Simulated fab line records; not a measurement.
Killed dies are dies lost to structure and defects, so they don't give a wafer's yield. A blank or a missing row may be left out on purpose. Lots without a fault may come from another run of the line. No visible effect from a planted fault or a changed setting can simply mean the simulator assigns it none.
Comparing a struck lot with a sound one || flow sky130 || 35 steps out of a route of 708
Sound: these wafers, L202.1, L202.5, L202.6. Struck: wafer L218.2 (left out: L218.6, a lot-mate that was not struck); the cause follows at the end.
At each step with rows: each side's tool, then ch and its chambers, then its first start. Under that, the readings that differ: sound wafers || struck wafers || difference of the means || sigmas: that difference in standard deviations of wafers without a fault.
alike: readings whose means differ by less than 2 such deviations, and words and numbers that are the same on both sides. not compared: withheld readings, readings that some wafer has no value for, bounds like >300 that may hide the same value, and numbers for which the record gives no deviation and whose values overlap.
The two part at a step that has a row with sigmas, a row that says differs or no value, or rows on one side only. When numbers do not overlap yet have no deviation, they are printed without sigmas and do not part them. A reading that every wafer of one side lacks parts them only if that side has two wafers or more.

SKY_SD_P_CD_MEAS_07 targets a cd of 380 nm.
  sound on cd_sem-01, day 26 19:51; struck on cd_sem-02, day 31 22:23
  alike: cd_nm
SKY_SD_P_OVL_MEAS_08:
  sound on overlay-02, day 26 19:58; struck on overlay-02, day 31 22:30
  alike: SD_P_OVL
then, 1 step without rows for these wafers: SKY_SD_P_IMPLANT_09.
SKY_SD_P_STRIP_10: strips in O2/N2.
  sound on plasma_asher-04 ch 0,1, day 26 20:10; struck on plasma_asher-02 ch 1, day 31 22:41
  alike: chamber_pressure_mTorr, drypump_motor_current_A, oes_product_au, strip_time_to_endpoint_s
  not compared: rf_hours_counter_h
SKY_SD_P_TW_MEAS_11:
  sound on film_metro-04, day 26 20:16; struck on film_metro-02, day 31 22:47
  alike: SD_P_TW
then, 7 steps without rows for these wafers: SKY_RES_XHIGH_DEHYDRATE_00 (time 60 s); SKY_RES_XHIGH_HMDS_01 (prime time 60 s); SKY_RES_XHIGH_COAT_02 (resist thk 1140 nm); SKY_RES_XHIGH_SOFTBAKE_03 (time 60 s); SKY_RES_XHIGH_EXPOSE_04 (exposes mask URPM, target cd 1270 nm); SKY_RES_XHIGH_PEB_05; SKY_RES_XHIGH_DEVELOP_06 (develop time 60 s).
SKY_RES_XHIGH_IMPLANT_07:
  sound on implanter-01 ch 0, day 28 01:04; struck on implanter-04 ch 0, day 33 02:31
  alike: beam_on_s
SKY_RES_XHIGH_STRIP_08: strips in O2/N2.
  sound on plasma_asher-03 ch 0,1, day 28 01:13; struck on plasma_asher-01 ch 1, day 33 02:38
{"reading": "strip_time_to_endpoint_s (s)", "sound": "14.34 14.32 14.34", "struck": 14.22, "difference": -0.11, "sigmas": -3}
  alike: chamber_pressure_mTorr, drypump_motor_current_A, oes_product_au
  not compared: rf_hours_counter_h
SKY_RES_XHIGH_TW_MEAS_09:
  sound on film_metro-02, day 28 01:19; struck on film_metro-04, day 33 02:45
{"reading": "RES_XHIGH_TW", "sound": "1639 1642 1643", "struck": 1565, "difference": -76, "sigmas": -3}
then, 7 steps without rows for these wafers: SKY_SD_N_DEHYDRATE_00 (time 60 s); SKY_SD_N_HMDS_01 (prime time 60 s); SKY_SD_N_COAT_02 (resist thk 1140 nm); SKY_SD_N_SOFTBAKE_03 (time 60 s); SKY_SD_N_EXPOSE_04 (exposes mask NSDM, target cd 380 nm); SKY_SD_N_PEB_05; SKY_SD_N_DEVELOP_06 (develop time 60 s).
SKY_SD_N_CD_MEAS_07 targets a cd of 380 nm.
  sound on cd_sem-02, day 29 05:50; struck on cd_sem-01, day 34 04:20
{"reading": "cd_nm (nm)", "sound": "383.8 384.2 383.9", "struck": 377.9, "difference": -6.1, "sigmas": -3}
SKY_SD_N_OVL_MEAS_08:
  sound on overlay-02, day 29 05:58; struck on overlay-02, day 34 04:27
  alike: SD_N_OVL
then, 2 steps without rows for these wafers: SKY_SD_N_IMPLANT_09; SKY_SD_N_IMPLANT_10.
SKY_SD_N_STRIP_11: strips in O2/N2.
  sound on plasma_asher-03 ch 0,1, day 29 06:18; struck on plasma_asher-04 ch 1, day 34 04:47
{"reading": "chamber_pressure_mTorr (mTorr)", "sound": "1498.8 1499.8 1497.9", "struck": 1502.1, "difference": "+3.3", "sigmas": "+2"}
{"reading": "drypump_motor_current_A (A)", "sound": "6.5 6.3 6.5", "struck": 5.2, "difference": -1.2, "sigmas": -2}
  alike: oes_product_au, strip_time_to_endpoint_s
  not compared: rf_hours_counter_h
SKY_SD_N_TW_MEAS_12:
  sound on film_metro-01, day 29 06:24; struck on film_metro-04, day 34 04:53
  alike: SD_N_TW
then, 1 step without rows for these wafers: SKY_SD_N_CLEAN_13 (cleans in SC1/SC2, time 150 s).
SKY_SD_N_RTA_14: time 2 s.
  sound on rtp_anneal-01 ch 0, day 29 06:31; struck on rtp_anneal-01 ch 0, day 34 05:00
  alike: chamber_o2_ppm, lamp_power_pct, wafer_temp_C_max
SKY_SD_N_RS_MEAS_16: measures by four-point-probe.
  sound on film_metro-02, day 29 06:41; struck on film_metro-04, day 34 05:11
  alike: SD_N_RS
SKY_SD_N_RS_MEAS_17: measures by four-point-probe.
  sound on film_metro-02, day 29 06:48; struck on film_metro-04, day 34 05:18
  alike: SD_P_RS
SKY_SD_N_RS_MEAS_18: measures by four-point-probe.
  sound on film_metro-02, day 29 06:55; struck on film_metro-04, day 34 05:25
{"reading": "RES_XHIGH_RS (ohm/sq)", "sound": "332.9 333.9 332.9", "struck": 393.8, "difference": "+60.6", "sigmas": "+55"}
then, 1 step without rows for these wafers: SKY_SALICIDE_CLEAN_00 (cleans in HF-last, time 30 s).
-- the record jumps here: 16 days lie between the struck wafers' starts before and after (it left off in module SALICIDE and takes up again in module PAD_OPEN, whose first step shown is number 708 of the route) --
SKY_PAD_OPEN_PROBE_99:
  sound on prober-02, day 46 21:31; struck on prober-01, day 50 08:47
{"reading": "model.etest.res_xhigh_po.line_ohm_um", "sound": "5630 5643 5879", "struck": 1.152e+04, "difference": "+5.803e+03", "sigmas": ""}
{"reading": "model.etest.res_xhigh_po.rs_ohm_sq_range", "sound": "100.9 99.51 103.9", "struck": 2199, "difference": "+2098", "sigmas": ""}
{"reading": "model.etest.res_xhigh_po.rs_ohm_sq", "sound": "1962 1967 2040", "struck": 4078, "difference": "+2088", "sigmas": ""}
{"reading": "model.etest.res_xhigh_po.rs_ohm_sq_rim_less_centre", "sound": "84.13 80.69 69.9", "struck": -1113, "difference": -1191, "sigmas": ""}
  alike: killed_at_M0_to_M3, killed_at_M4_up, killed_at_contacts, killed_at_front_end, killed_at_other, killed_dies, killed_open, killed_short

WHERE THEY PART
First at SKY_RES_XHIGH_STRIP_08; last, within this record, at SKY_SD_N_RS_MEAS_18. Later steps at which nothing parts them and some readings are alike: SKY_PAD_OPEN_PROBE_99.

WHY: whatever the simulator had introduced
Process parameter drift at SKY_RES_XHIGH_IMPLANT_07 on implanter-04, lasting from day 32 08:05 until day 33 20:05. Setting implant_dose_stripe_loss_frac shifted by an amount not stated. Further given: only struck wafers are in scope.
